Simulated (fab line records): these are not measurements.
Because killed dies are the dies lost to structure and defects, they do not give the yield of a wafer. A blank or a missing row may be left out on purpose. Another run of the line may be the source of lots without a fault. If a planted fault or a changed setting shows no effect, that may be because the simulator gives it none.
fab line records    flow sky130
record lots=24  wafers=72  last-day=52
route steps=708 shown LOCAL_INTERCONNECT@387 METAL1@434 VIA2@520 METAL3@533 PASSIVATION@682
lots with no fault: from the same line, run without faults
start-h: hours from the record's opening day to when the first of the lot's shown wafers began    wait-h: hours since the lot's step before    " unchanged from the row above    L1.1+2: a row that stands for several wafers    - either no value or no given start    * or withheld: withheld    < > ~ a bound
route shown NAME@n: a module of which the file shows steps, and the number in the route of the first    usual: the fault-free wafers' mean and standard deviation    same: alike in all rows    chamber/n: place in a boat    sites: per-site readings    _std_site: standard deviation of those values    _edge_site: the outer-site mean with the inner-site mean subtracted    radius-mm: for every site, how far away it sits from the centre of the wafer    mask NAME#n: copy n    behind: the tool/chamber that last shaped the wafer    hold: why the lot went on hold/how many hours it stayed there/how the hold came to an end    device: whichever transistor did not switch (one of n, p or np)    end of line: the tests these same wafers got at the end of their route    a step given without rows: its recipe and nothing more    killed: at the first sort, the dies lost to defects and structure; wafer yield is something else    map: a wafer's dies, marking killed ones x, the rest . and places with no die _
set.NAME: the setting the step ran with; set.NAME@STEP: the setting that earlier step ran with    model.NAME: the simulator's own value behind a step, which no gauge read
one table for each step of the route and one row for each wafer, over a sample of lots
services: from which hour (start-h, from the record's first day; less than 0 if before it) a tool's chamber was out of use, for how many hours, and why
## steps
# step SKY_LOCAL_INTERCONNECT_SPUTTER_00
# recipe material=TiN  target-thk-nm=100  temp-c=300  power-w=6500  time-s=83.3  chamber-pressure-pa=0.4
# usual throttle-valve-pct=29.4/0.94
lot.wafer  tool            chamber  start-h  wait-h  throttle-valve-pct
L074.1     pvd-sputter-04  -        622.31   0.2     29.2
L074.2     "               -        "        "       32.2
L074.3     "               -        "        "       28.3
L075.1     pvd-sputter-02  -        622.88   0.1     29.8
L075.3     "               -        "        "       29.8
L075.6     "               -        "        "       28.8
L076.1     pvd-sputter-03  -        623.25   0.2     29.1
L076.3     "               -        "        "       28.9
L076.6     "               -        "        "       29.9
L077.1     pvd-sputter-02  -        625.12   0.1     29.9
L077.3     "               -        "        "       29.9
L077.4     "               -        "        "       29.7
L078.2     pvd-sputter-04  -        640.58   0.1     29.1
L078.4     "               -        "        "       28.1
L078.5     "               -        "        "       28.5
L080.1     pvd-sputter-02  -        649.78   0.2     30.2
L080.2     "               -        "        "       29.1
L080.6     "               -        "        "       30.0
L079.1     pvd-sputter-04  -        652.26   0.1     28.2
L079.4     "               -        "        "       32.0
L079.5     "               -        "        "       27.8
L081.2     pvd-sputter-03  -        664.57   0.1     28.6
L081.4     "               -        "        "       28.7
L081.6     "               -        "        "       28.7
L082.2     pvd-sputter-02  -        673.73   0.2     29.9
L082.3     "               -        "        "       28.9
L082.4     "               -        "        "       29.9
L084.1     pvd-sputter-03  -        676.26   0.1     29.3
L084.3     "               -        "        "       29.9
L084.6     "               -        "        "       28.4
L083.2     pvd-sputter-02  -        677.06   0.1     29.6
L083.4     "               -        "        "       28.8
L083.5     "               -        "        "       29.0
L085.1     pvd-sputter-04  -        686.16   0.2     28.2
L085.2     "               -        "        "       28.0
L085.4     "               -        "        "       28.7
L086.2     pvd-sputter-02  -        693.41   0.1     29.8
L086.4     "               -        "        "       30.0
L086.5     "               -        "        "       29.7
L087.1     pvd-sputter-02  -        701.15   0.1     28.9
L087.3     "               -        "        "       29.9
L087.4     "               -        "        "       30.2
L088.1     pvd-sputter-04  -        703.72   0.1     28.9
L088.4     "               -        "        "       28.1
L088.6     "               -        "        "       28.9
L089.1     pvd-sputter-02  -        715.91   0.1     29.8
L089.2     "               -        "        "       30.0
L089.5     "               -        "        "       30.1
L090.1     pvd-sputter-02  -        729.52   0.1     29.9
L090.5     "               -        "        "       30.2
L090.6     "               -        "        "       29.0
L091.1     pvd-sputter-02  -        735.91   0.1     29.7
L091.3     "               -        "        "       29.8
L091.6     "               -        "        "       29.8
L094.2     pvd-sputter-04  -        925.20   0.1     28.4
L094.3     "               -        "        "       32.1
L094.4     "               -        "        "       28.8
L092.2     pvd-sputter-03  -        929.38   0.1     29.1
L092.4     "               -        "        "       29.2
L092.6     "               -        "        "       29.0
L093.2     pvd-sputter-02  -        931.13   0.1     30.0
L093.4     "               -        "        "       28.9
L093.6     "               -        "        "       29.1
L095.2     pvd-sputter-03  -        931.76   0.1     28.3
L095.3     "               -        "        "       29.3
L095.4     "               -        "        "       28.6
L096.2     pvd-sputter-04  -        932.78   0.2     28.6
L096.4     "               -        "        "       28.2
L096.6     "               -        "        "       28.7
L097.2     pvd-sputter-03  -        934.80   0.1     28.5
L097.3     "               -        "        "       29.9
L097.5     "               -        "        "       29.0
# step SKY_METAL1_SPUTTER_00
# recipe material=Ti  target-thk-nm=15  power-w=3000  time-s=10  chamber-pressure-pa=0.4
# usual throttle-valve-pct=29.5/1.3
lot.wafer  tool            chamber  start-h  wait-h  throttle-valve-pct
L074.1     pvd-sputter-04  -        682.16   0.2     32.0
L074.2     "               -        "        "       28.8
L074.3     "               -        "        "       27.9
L075.1     pvd-sputter-04  -        684.10   0.1     28.7
L075.3     "               -        "        "       28.1
L075.6     "               -        "        "       28.5
L076.1     pvd-sputter-02  -        684.88   0.2     29.7
L076.3     "               -        "        "       28.9
L076.6     "               -        "        "       29.9
L077.1     pvd-sputter-02  -        686.46   0.1     29.7
L077.3     "               -        "        "       29.6
L077.4     "               -        "        "       29.9
L078.2     pvd-sputter-01  -        700.44   0.2     28.4
L078.4     "               -        "        "       31.0
L078.5     "               -        "        "       28.2
L080.1     pvd-sputter-01  -        709.95   0.2     29.1
L080.2     "               -        "        "       31.3
L080.6     "               -        "        "       28.8
L079.1     pvd-sputter-04  -        711.93   0.2     28.2
L079.4     "               -        "        "       28.3
L079.5     "               -        "        "       29.1
L081.2     pvd-sputter-04  -        725.57   0.2     28.1
L081.4     "               -        "        "       29.2
L081.6     "               -        "        "       28.1
L082.2     pvd-sputter-01  -        735.77   0.1     29.4
L082.3     "               -        "        "       31.7
L082.4     "               -        "        "       30.9
L084.1     pvd-sputter-04  -        737.89   0.2     28.4
L084.3     "               -        "        "       32.0
L084.6     "               -        "        "       28.1
L083.2     pvd-sputter-02  -        738.52   0.1     29.8
L083.4     "               -        "        "       29.1
L083.5     "               -        "        "       29.1
L085.1     pvd-sputter-02  -        746.79   0.1     29.2
L085.2     "               -        "        "       29.6
L085.4     "               -        "        "       30.0
L086.2     pvd-sputter-01  -        755.29   0.1     29.4
L086.4     "               -        "        "       30.8
L086.5     "               -        "        "       28.3
L087.1     pvd-sputter-04  -        762.59   0.1     27.9
L087.3     "               -        "        "       28.4
L087.4     "               -        "        "       28.0
L088.1     pvd-sputter-04  -        764.65   0.1     28.0
L088.4     "               -        "        "       32.2
L088.6     "               -        "        "       27.9
L089.1     pvd-sputter-04  -        774.19   0.2     32.0
L089.2     "               -        "        "       28.3
L089.5     "               -        "        "       27.7
L090.1     pvd-sputter-04  -        786.93   0.2     32.0
L090.5     "               -        "        "       29.0
L090.6     "               -        "        "       28.2
L091.1     pvd-sputter-04  -        792.74   0.2     27.8
L091.3     "               -        "        "       32.1
L091.6     "               -        "        "       28.2
L094.2     pvd-sputter-02  -        978.34   0.1     29.9
L094.3     "               -        "        "       30.1
L094.4     "               -        "        "       29.9
L092.2     pvd-sputter-01  -        982.42   0.1     31.5
L092.4     "               -        "        "       28.1
L092.6     "               -        "        "       31.5
L093.2     pvd-sputter-01  -        985.14   0.2     28.3
L093.4     "               -        "        "       30.6
L093.6     "               -        "        "       28.3
L095.2     pvd-sputter-01  -        986.24   0.1     31.6
L095.3     "               -        "        "       29.2
L095.4     "               -        "        "       30.9
L096.2     pvd-sputter-02  -        986.59   0.2     29.0
L096.4     "               -        "        "       30.1
L096.6     "               -        "        "       30.1
L097.2     pvd-sputter-04  -        988.41   0.1     29.0
L097.3     "               -        "        "       28.2
L097.5     "               -        "        "       28.4
# step SKY_VIA2_OVL_MEAS_13
# usual VIA2_OVL=2/5.9
lot.wafer  tool        chamber  start-h  wait-h  VIA2_OVL[nm]
L074.1     overlay-01  -        798.51   0.1     4
L074.2     "           -        "        "       11
L074.3     "           -        "        "       4
L075.1     overlay-01  -        799.43   0.1     0
L075.3     "           -        "        "       -1
L075.6     "           -        "        "       -5
L076.1     overlay-02  -        800.68   0.1     1
L076.3     "           -        "        "       4
L076.6     "           -        "        "       5
L077.1     overlay-02  -        803.35   0.1     -2
L077.3     "           -        "        "       2
L077.4     "           -        "        "       5
L078.2     overlay-01  -        813.78   0.1     6
L078.4     "           -        "        "       5
L078.5     "           -        "        "       12
L080.1     overlay-01  -        823.98   0.1     -5
L080.2     "           -        "        "       3
L080.6     "           -        "        "       -3
L079.1     overlay-01  -        826.31   0.1     2
L079.4     "           -        "        "       9
L079.5     "           -        "        "       2
L081.2     overlay-02  -        839.23   0.1     5
L081.4     "           -        "        "       -1
L081.6     "           -        "        "       4
L082.2     overlay-02  -        847.73   0.1     5
L082.3     "           -        "        "       -1
L082.4     "           -        "        "       3
L084.1     overlay-02  -        849.58   0.1     7
L084.3     "           -        "        "       7
L084.6     "           -        "        "       3
L083.2     overlay-01  -        851.89   0.1     -1
L083.4     "           -        "        "       -6
L083.5     "           -        "        "       -11
L085.1     overlay-02  -        857.16   0.1     -4
L085.2     "           -        "        "       0
L085.4     "           -        "        "       -11
L086.2     overlay-01  -        865.91   0.1     6
L086.4     "           -        "        "       17
L086.5     "           -        "        "       13
L087.1     overlay-02  -        874.23   0.1     10
L087.3     "           -        "        "       -3
L087.4     "           -        "        "       15
L088.1     overlay-01  -        876.58   0.1     -4
L088.4     "           -        "        "       -5
L088.6     "           -        "        "       -4
L089.1     overlay-02  -        885.56   0.1     -4
L089.2     "           -        "        "       8
L089.5     "           -        "        "       -2
L090.1     overlay-01  -        897.23   0.1     -6
L090.5     "           -        "        "       0
L090.6     "           -        "        "       0
L091.1     overlay-01  -        905.48   0.1     2
L091.3     "           -        "        "       8
L091.6     "           -        "        "       -5
L094.2     overlay-01  -        1072.37  0.1     7
L094.3     "           -        "        "       5
L094.4     "           -        "        "       5
L092.2     overlay-02  -        1075.63  0.1     2
L092.4     "           -        "        "       -1
L092.6     "           -        "        "       -9
L093.2     overlay-01  -        1076.33  0.1     7
L093.4     "           -        "        "       11
L093.6     "           -        "        "       13
L095.2     overlay-02  -        1078.17  0.1     4
L095.3     "           -        "        "       -2
L095.4     "           -        "        "       -1
L096.2     overlay-02  -        1079.08  0.1     -12
L096.4     "           -        "        "       -8
L096.6     "           -        "        "       -7
L097.2     overlay-02  -        1079.89  0.1     -1
L097.3     "           -        "        "       0
L097.5     "           -        "        "       8
# step SKY_METAL3_SPUTTER_01
# recipe material=TiN  target-thk-nm=20  power-w=6500  time-s=16.7  chamber-pressure-pa=0.4
# usual throttle-valve-pct=29.6/1.3
lot.wafer  tool            chamber  start-h  wait-h  throttle-valve-pct
L074.1     pvd-sputter-01  -        799.93   0.0     31.7
L074.2     "               -        "        "       29.4
L074.3     "               -        "        "       28.1
L075.1     pvd-sputter-04  -        800.85   0.0     29.0
L075.3     "               -        "        "       32.1
L075.6     "               -        "        "       28.1
L076.1     pvd-sputter-04  -        802.11   0.0     29.2
L076.3     "               -        "        "       28.2
L076.6     "               -        "        "       27.8
L077.1     pvd-sputter-02  -        804.79   0.0     29.9
L077.3     "               -        "        "       29.1
L077.4     "               -        "        "       30.1
L078.2     pvd-sputter-04  -        815.21   0.0     32.3
L078.4     "               -        "        "       28.2
L078.5     "               -        "        "       28.0
L080.1     pvd-sputter-02  -        825.40   0.0     29.8
L080.2     "               -        "        "       30.0
L080.6     "               -        "        "       29.1
L079.1     pvd-sputter-01  -        827.73   0.0     31.4
L079.4     "               -        "        "       30.6
L079.5     "               -        "        "       29.4
L081.2     pvd-sputter-01  -        840.69   0.0     31.7
L081.4     "               -        "        "       30.8
L081.6     "               -        "        "       28.6
L082.2     pvd-sputter-04  -        849.19   0.0     28.2
L082.3     "               -        "        "       31.8
L082.4     "               -        "        "       28.9
L084.1     pvd-sputter-04  -        851.05   0.0     28.2
L084.3     "               -        "        "       29.0
L084.6     "               -        "        "       28.2
L083.2     pvd-sputter-04  -        853.33   0.0     28.7
L083.4     "               -        "        "       28.4
L083.5     "               -        "        "       28.2
L085.1     pvd-sputter-02  -        858.59   0.0     29.9
L085.2     "               -        "        "       29.9
L085.4     "               -        "        "       29.0
L086.2     pvd-sputter-01  -        867.38   0.0     31.5
L086.4     "               -        "        "       29.1
L086.5     "               -        "        "       29.0
L087.1     pvd-sputter-01  -        875.65   0.0     28.3
L087.3     "               -        "        "       29.3
L087.4     "               -        "        "       31.7
L088.1     pvd-sputter-04  -        878.00   0.0     28.0
L088.4     "               -        "        "       28.1
L088.6     "               -        "        "       28.1
L089.1     pvd-sputter-02  -        886.99   0.0     29.0
L089.2     "               -        "        "       29.9
L089.5     "               -        "        "       29.8
L090.1     pvd-sputter-02  -        898.67   0.0     29.8
L090.5     "               -        "        "       30.0
L090.6     "               -        "        "       29.9
L091.1     pvd-sputter-02  -        906.91   0.0     30.2
L091.3     "               -        "        "       29.7
L091.6     "               -        "        "       29.6
L094.2     pvd-sputter-04  -        1073.82  0.0     28.8
L094.3     "               -        "        "       32.1
L094.4     "               -        "        "       28.4
L092.2     pvd-sputter-02  -        1077.07  0.0     29.8
L092.4     "               -        "        "       29.8
L092.6     "               -        "        "       29.7
L093.2     pvd-sputter-04  -        1078.13  0.0     28.7
L093.4     "               -        "        "       27.9
L093.6     "               -        "        "       28.8
L095.2     pvd-sputter-01  -        1079.59  0.0     28.0
L095.3     "               -        "        "       31.3
L095.4     "               -        "        "       30.9
L096.2     pvd-sputter-04  -        1080.50  0.0     28.8
L096.4     "               -        "        "       28.3
L096.6     "               -        "        "       32.3
L097.2     pvd-sputter-04  -        1081.31  0.0     32.2
L097.3     "               -        "        "       28.9
L097.5     "               -        "        "       28.2
# step SKY_METAL3_CD_MEAS_13
# recipe target-cd-nm=300
# usual cd-nm=300.0/1.5
lot.wafer  tool       chamber  start-h  wait-h  cd-nm
L074.1     cd-sem-02  -        853.69   -       299.8
L074.2     "          -        "        "       298.4
L074.3     "          -        "        "       298.2
L075.1     cd-sem-02  -        855.04   -       298.8
L075.3     "          -        "        "       299.5
L075.6     "          -        "        "       297.5
L076.1     cd-sem-01  -        856.29   -       298.9
L076.3     "          -        "        "       298.8
L076.6     "          -        "        "       300.0
L077.1     cd-sem-01  -        857.54   -       301.5
L077.3     "          -        "        "       301.2
L077.4     "          -        "        "       301.4
L078.2     cd-sem-02  -        868.91   -       300.0
L078.4     "          -        "        "       298.3
L078.5     "          -        "        "       298.7
L080.1     cd-sem-01  -        878.91   -       298.2
L080.2     "          -        "        "       301.1
L080.6     "          -        "        "       300.1
L079.1     cd-sem-02  -        880.91   -       299.2
L079.4     "          -        "        "       299.2
L079.5     "          -        "        "       299.9
L081.2     cd-sem-02  -        894.11   -       301.6
L081.4     "          -        "        "       299.7
L081.6     "          -        "        "       301.2
L082.2     cd-sem-02  -        903.11   -       301.3
L082.3     "          -        "        "       300.3
L082.4     "          -        "        "       301.4
L084.1     cd-sem-01  -        904.11   -       301.2
L084.3     "          -        "        "       302.2
L084.6     "          -        "        "       301.1
L083.2     cd-sem-01  -        905.73   -       303.2
L083.4     "          -        "        "       301.7
L083.5     "          -        "        "       301.0
L085.1     cd-sem-01  -        911.54   -       300.5
L085.2     "          -        "        "       300.1
L085.4     "          -        "        "       301.3
L086.2     cd-sem-01  -        921.13   -       298.1
L086.4     "          -        "        "       298.3
L086.5     "          -        "        "       297.8
L087.1     cd-sem-01  -        929.49   -       302.1
L087.3     "          -        "        "       301.6
L087.4     "          -        "        "       302.4
L088.1     cd-sem-02  -        932.31   -       298.5
L088.4     "          -        "        "       299.7
L088.6     "          -        "        "       298.3
L089.1     cd-sem-01  -        939.66   -       297.2
L089.2     "          -        "        "       297.1
L089.5     "          -        "        "       299.6
L090.1     cd-sem-01  -        951.54   -       300.7
L090.5     "          -        "        "       301.8
L090.6     "          -        "        "       300.5
L091.1     cd-sem-01  -        959.09   -       297.7
L091.3     "          -        "        "       297.1
L091.6     "          -        "        "       296.6
L094.2     cd-sem-02  -        1111.41  -       301.2
L094.3     "          -        "        "       300.3
L094.4     "          -        "        "       300.7
L092.2     cd-sem-02  -        1114.06  -       302.8
L092.4     "          -        "        "       302.8
L092.6     "          -        "        "       301.3
L093.2     cd-sem-02  -        1114.58  -       298.5
L093.4     "          -        "        "       299.5
L093.6     "          -        "        "       299.5
L095.2     cd-sem-01  -        1116.21  -       298.3
L095.3     "          -        "        "       300.0
L095.4     "          -        "        "       298.5
L096.2     cd-sem-01  -        1116.91  -       299.9
L096.4     "          -        "        "       300.1
L096.6     "          -        "        "       299.7
L097.2     cd-sem-01  -        1118.06  -       300.7
L097.3     "          -        "        "       300.5
L097.5     "          -        "        "       302.1
# step SKY_PASSIVATION_THK_MEAS_01
# recipe reads=SiO2_of_PASSIVATION_CVD_00
# usual PASSIVATION_CVD_00_THK=90.6/1.3
lot.wafer  tool           chamber  start-h  wait-h  PASSIVATION_CVD_00_THK[nm]
L075.1     film-metro-04  -        991.54   -       88.7
L075.3     "              -        "        "       90.1
L075.6     "              -        "        "       90.1
L074.1     film-metro-01  -        991.80   -       89.9
L074.2     "              -        "        "       88.9
L074.3     "              -        "        "       90.8
L076.1     film-metro-01  -        993.21   -       90.1
L076.3     "              -        "        "       89.9
L076.6     "              -        "        "       91.1
L077.1     film-metro-02  -        994.75   -       91.2
L077.3     "              -        "        "       89.9
L077.4     "              -        "        "       92.2
L078.2     film-metro-02  -        1004.94  -       91.0
L078.4     "              -        "        "       93.1
L078.5     "              -        "        "       92.2
L080.1     film-metro-02  -        1012.95  -       90.8
L080.2     "              -        "        "       92.3
L080.6     "              -        "        "       92.1
L079.1     film-metro-02  -        1015.23  -       91.0
L079.4     "              -        "        "       92.6
L079.5     "              -        "        "       90.8
L081.2     film-metro-02  -        1024.98  -       89.4
L081.4     "              -        "        "       92.3
L081.6     "              -        "        "       91.9
L082.2     film-metro-01  -        1033.90  -       90.1
L082.3     "              -        "        "       90.2
L082.4     "              -        "        "       92.5
L084.1     film-metro-02  -        1034.99  -       89.6
L084.3     "              -        "        "       90.3
L084.6     "              -        "        "       89.7
L083.2     film-metro-02  -        1036.21  -       89.0
L083.4     "              -        "        "       91.1
L083.5     "              -        "        "       90.8
L085.1     film-metro-04  -        1041.51  -       89.3
L085.2     "              -        "        "       90.5
L085.4     "              -        "        "       92.6
L086.2     film-metro-01  -        1049.11  -       89.7
L086.4     "              -        "        "       91.0
L086.5     "              -        "        "       90.0
L087.1     film-metro-04  -        1056.56  -       89.7
L087.3     "              -        "        "       89.4
L087.4     "              -        "        "       90.1
L088.1     film-metro-02  -        1058.66  -       89.6
L088.4     "              -        "        "       91.8
L088.6     "              -        "        "       92.7
L089.1     film-metro-01  -        1063.95  -       90.6
L089.2     "              -        "        "       90.7
L089.5     "              -        "        "       92.2
L090.1     film-metro-01  -        1074.22  -       89.7
L090.5     "              -        "        "       90.6
L090.6     "              -        "        "       90.1
L091.1     film-metro-04  -        1078.89  -       88.7
L091.3     "              -        "        "       91.1
L091.6     "              -        "        "       91.7
L094.2     film-metro-02  -        1204.28  -       90.0
L094.3     "              -        "        "       88.3
L094.4     "              -        "        "       92.2
L092.2     film-metro-01  -        1205.87  -       92.5
L092.4     "              -        "        "       92.5
L092.6     "              -        "        "       94.2
L093.2     film-metro-04  -        1206.51  -       92.3
L093.4     "              -        "        "       91.8
L093.6     "              -        "        "       91.5
L096.2     film-metro-04  -        1207.51  -       90.5
L096.4     "              -        "        "       92.2
L096.6     "              -        "        "       92.4
L095.2     film-metro-01  -        1207.85  -       87.2
L095.3     "              -        "        "       89.4
L095.4     "              -        "        "       89.6
L097.2     film-metro-01  -        1208.39  -       88.5
L097.3     "              -        "        "       89.0
L097.5     "              -        "        "       89.4
## services
tool            chamber  start-h  hours  kind
pvd-sputter-01  -        632.55   13.2   repair
pvd-sputter-03  -        644.45   0.8    repair
pvd-sputter-01  -        655.29   3.6    repair
pvd-sputter-01  -        666.87   0.5    repair
pvd-sputter-04  -        676.88   4.2    repair
pvd-sputter-04  -        677.80   2.1    repair
pvd-sputter-04  -        701.74   1.7    repair
pvd-sputter-04  -        716.01   3.4    repair
pvd-sputter-02  1        742.75   -      consumable-replace:kit
pvd-sputter-02  1        742.75   18.0   scheduled-down
pvd-sputter-02  1        742.75   18.0   vent-cycle
pvd-sputter-03  -        743.35   4.5    repair
pvd-sputter-04  1        759.31   -      consumable-replace:kit
pvd-sputter-04  1        759.31   18.0   scheduled-down
pvd-sputter-04  1        759.31   18.0   vent-cycle
pvd-sputter-01  -        766.60   15.7   repair
pvd-sputter-02  0        840.48   -      consumable-replace:kit
pvd-sputter-02  0        840.48   18.0   scheduled-down
pvd-sputter-03  -        847.33   1.7    repair
pvd-sputter-04  0        928.08   -      consumable-replace:kit
pvd-sputter-04  0        928.08   18.0   scheduled-down
pvd-sputter-04  0        928.08   18.0   vent-cycle
pvd-sputter-01  -        964.51   0.8    repair
pvd-sputter-04  -        975.92   9.6    repair
## key
fault none
